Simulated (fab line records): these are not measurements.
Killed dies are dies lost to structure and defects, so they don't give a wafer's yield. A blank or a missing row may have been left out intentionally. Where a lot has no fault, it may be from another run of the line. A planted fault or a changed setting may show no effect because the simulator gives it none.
A lot that was struck, set against a sound lot :: flow sky130 :: 14 steps out of a route of 708
Sound: the wafers L390.1, L390.5, L390.6. The struck wafers were L396.3, L396.4, L396.6. The cause is named last.
Order at every step that has rows: each side's tool, ch and its chambers, its first start. Under that, the readings that differ: sound wafers :: struck wafers :: difference of the means :: sigmas: that difference in standard deviations of wafers without a fault.
alike: readings with means less than 2 such deviations apart, plus words and numbers identical on both sides. not compared: withheld readings, readings lacking a value on some wafer, bounds such as >300 that could conceal the same value, and numbers that have no deviation in the record and whose values overlap.
A row with sigmas, a row that says differs or no value, or rows on one side alone: a step with any of these is where the two part. Numbers that don't overlap but have no deviation are shown without sigmas and don't part them. Lack of a reading on every wafer of one side parts them only where that side has two or more wafers.

SKY_METAL4_STRIP_19: strips in O2/N2.
  sound on plasmaAsher-03 ch 0,1, day 43 21:56; struck on plasmaAsher-03 ch 0,1, day 45 04:58
  alike: drypumpMotorCurrentA, n2FlowSccm, oesProductAu, stripTimeToEndpointS
  not compared: rfHoursCounterH
then, 4 steps without rows for these wafers: SKY_METAL4_STRIP_20 (strips in post etch residue remover, time 1200 s); SKY_METAL4_CLEAN_21 (cleans in IPA, time 180 s); SKY_METAL4_CLEAN_22 (cleans in O3/DIW); SKY_VIA4_HDPCVD_00 (deposits SiO2, target thk 1750 nm, time 291.7 s).
SKY_VIA4_THK_MEAS_01:
  sound on filmMetro-04 at day 43 22:42; struck on filmMetro-02 at day 45 05:44
  alike: VIA4_HDPCVD_THK
SKY_VIA4_CMP_02: polishes SiO2.
  sound on cmp-02 ch 0,2,3, day 43 22:52; struck on cmp-02 ch 0,3, day 45 05:46
  alike: headPressurePsi, motorCurrentA
SKY_VIA4_BOW_MEAS_03:
  sound on filmMetro-02 at day 43 23:04; struck on filmMetro-02 at day 45 06:07
  alike: VIA4_BOW
then, 4 steps without rows for these wafers: SKY_VIA4_DEHYDRATE_04 (time 60 s); SKY_VIA4_HMDS_05 (prime time 60 s); SKY_VIA4_COAT_06 (resist thk 1140 nm); SKY_VIA4_SOFTBAKE_07 (time 60 s).
SKY_VIA4_EXPOSE_08: exposes mask VIM4, target cd 800 nm.
  sound on ilineStepper-01 ch 0, day 44 09:45; struck on ilineStepper-02, day 45 15:01
  no value came back on the struck wafers for exposureDoseMJCm2, focusOffsetNm (nm), stageVelMmS (mm/s); on the sound wafers exposureDoseMJCm2 reads 132.19 132.07 132.10
  alike: mask
next, for these wafers, 1 step has no rows: SKY_VIA4_PEB_09.

== WHERE THEY PART ==
SKY_VIA4_EXPOSE_08 only, going by this record.

WHY: what had been put in by the simulator
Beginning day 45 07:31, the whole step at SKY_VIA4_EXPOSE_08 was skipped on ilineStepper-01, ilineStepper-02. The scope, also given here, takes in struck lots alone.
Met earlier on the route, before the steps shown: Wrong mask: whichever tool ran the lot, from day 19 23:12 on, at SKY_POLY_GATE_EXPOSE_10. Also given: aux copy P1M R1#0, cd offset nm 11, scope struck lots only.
